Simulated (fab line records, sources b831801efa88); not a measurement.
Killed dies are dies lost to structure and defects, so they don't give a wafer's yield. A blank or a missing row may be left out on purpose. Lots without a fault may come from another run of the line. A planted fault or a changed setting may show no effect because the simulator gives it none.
A struck lot beside a sound one | flow sky130 | 35 steps out of a route of 708
Sound: wafers L132.3, L132.5, L132.6. Struck: wafers L142.4, L142.5, L142.6. The cause comes at the end.
At each step with rows: each side's tool, then ch and its chambers, then its first start. Under that, the readings that differ: sound wafers | struck wafers | difference of the means | sigmas: that difference in standard deviations of wafers without a fault.
alike: readings whose means differ by less than 2 such deviations, and words and numbers that are the same on both sides. not compared: withheld readings, readings that some wafer has no value for, bounds like >300 that may hide the same value, and numbers for which the record gives no deviation and whose values overlap.
The two part at a step that has a row with sigmas, a row that says differs or no value, or rows on one side only. Numbers that don't overlap but have no deviation are shown without sigmas and don't part them. A reading that every wafer of one side lacks parts them only if that side has two wafers or more.

first, 10 steps without rows for these wafers: SKY_METAL1_COAT_09 (resist thk 60 nm); SKY_METAL1_COAT_10 (resist thk 450 nm); SKY_METAL1_SOFTBAKE_11 (time 90 s); SKY_METAL1_EXPOSE_12 (exposes mask MM1, target cd 140 nm); SKY_METAL1_PEB_13; SKY_METAL1_DEVELOP_14 (develop time 60 s); SKY_METAL1_DESCUM_17 (chemistry O2, time 8 s); SKY_METAL1_ETCH_18 (etches BARC in N2/H2, stops on SiO2, time 45.9 s, target depth 60 nm); SKY_METAL1_METAL_ETCH_19 (etches the open film in Cl2/BCl3, stops on SiO2, target depth 360 nm, time 78 s); SKY_METAL1_STRIP_20 (strips in O2/N2).
SKY_METAL1_STRIP_21: strips in post etch residue remover, time 1200 s.
  sound on wet_bench-01 ch 0, day 36 14:25; struck on wet_bench-02 ch 2, day 39 01:55
then, 23 steps without rows for these wafers: SKY_METAL1_CLEAN_22 (cleans in IPA, time 180 s); SKY_METAL1_CLEAN_23 (cleans in O3/DIW); SKY_VIA1_HDPCVD_00 (deposits SiO2, target thk 1030 nm, time 171.7 s); SKY_VIA1_CMP_02 (polishes SiO2); SKY_VIA1_DEHYDRATE_04 (time 60 s); SKY_VIA1_HMDS_05 (prime time 60 s); SKY_VIA1_COAT_06 (resist thk 60 nm); SKY_VIA1_COAT_07 (resist thk 450 nm); SKY_VIA1_SOFTBAKE_08 (time 90 s); SKY_VIA1_EXPOSE_09 (exposes mask VIM, target cd 150 nm); SKY_VIA1_PEB_10; SKY_VIA1_DEVELOP_11 (develop time 60 s); SKY_VIA1_ETCH_14 (etches BARC in N2/H2, stops on SiO2, time 45.9 s, target depth 60 nm); SKY_VIA1_ETCH_15 (etches SiO2 in C4F8/O2/Ar, stops on TiN, target depth 351 nm, time 54 s); SKY_VIA1_STRIP_16 (strips in O2/N2); SKY_VIA1_STRIP_17 (strips in post etch residue remover, time 1200 s); SKY_VIA1_CLEAN_18 (cleans in IPA, time 180 s); SKY_VIA1_CLEAN_19 (cleans in O3/DIW); SKY_VIA1_SPUTTER_20 (material TiN, target thk 20 nm, time 80 s); SKY_VIA1_CVD_21 (deposits W, target thk 270 nm, time 80.902 s); SKY_VIA1_CMP_24 (polishes, stops on SiO2, t overpolish 15 s, target thk 0 nm); SKY_METAL2_SPUTTER_00 (material Ti, target thk 15 nm, time 10 s); SKY_METAL2_SPUTTER_01 (material TiN, target thk 20 nm, time 16.7 s).
-- the record jumps here: 11 days lie between the struck wafers' starts before and after (it left off in module METAL2 and takes up again in module PAD_OPEN, whose first step shown is number 708 of the route) --
SKY_PAD_OPEN_PROBE_99:
  sound on prober-01, day 48 15:06; struck on prober-01, day 50 07:51
  reading                               | sound              | struck            | difference | sigmas
  defect_limited_yield (%)              | 82.3 83.1 83.9     | 80.3 73.4 77.4    | -6.1       | -3
  killed_at_M0_to_M3                    | 45 38 40           | 58 82 67          | +28        | +4
  killed_dies                           | 87 83 79           | 97 131 111        | +30        | +3
  sort_bin_3_pad_short (%)              | 0.8 0.6 1.4        | 2.8 2.6 3.0       | +1.9       | +5
  sort_n_pass                           | 405 409 413        | 395 361 381       | -30        | -3
  sort_yield_pct (%)                    | 82.3 83.1 83.9     | 80.3 73.4 77.4    | -6.1       | -3
  model.etest.tester.sort_n_pass        | 405 409 413        | 395 361 381       | -30        |
  model.etest.tester.sort_yield_pct (%) | 82.32 83.13 83.94  | 80.28 73.37 77.44 | -6.10      |
  model.etest.tester.sort_bin_3_pct (%) | 0.813 0.6098 1.423 | 2.846 2.642 3.049 | +1.897     |
  alike: killed_at_M4_up, killed_at_contacts, killed_at_front_end, killed_at_other, killed_open, killed_short, sort_bin_5_function, sort_bin_6_memory
  not compared: model.etest.tester.sort_bin_5_pct

WHERE THEY PART
Only at SKY_PAD_OPEN_PROBE_99, within this record.

WHY: what the simulator had put in
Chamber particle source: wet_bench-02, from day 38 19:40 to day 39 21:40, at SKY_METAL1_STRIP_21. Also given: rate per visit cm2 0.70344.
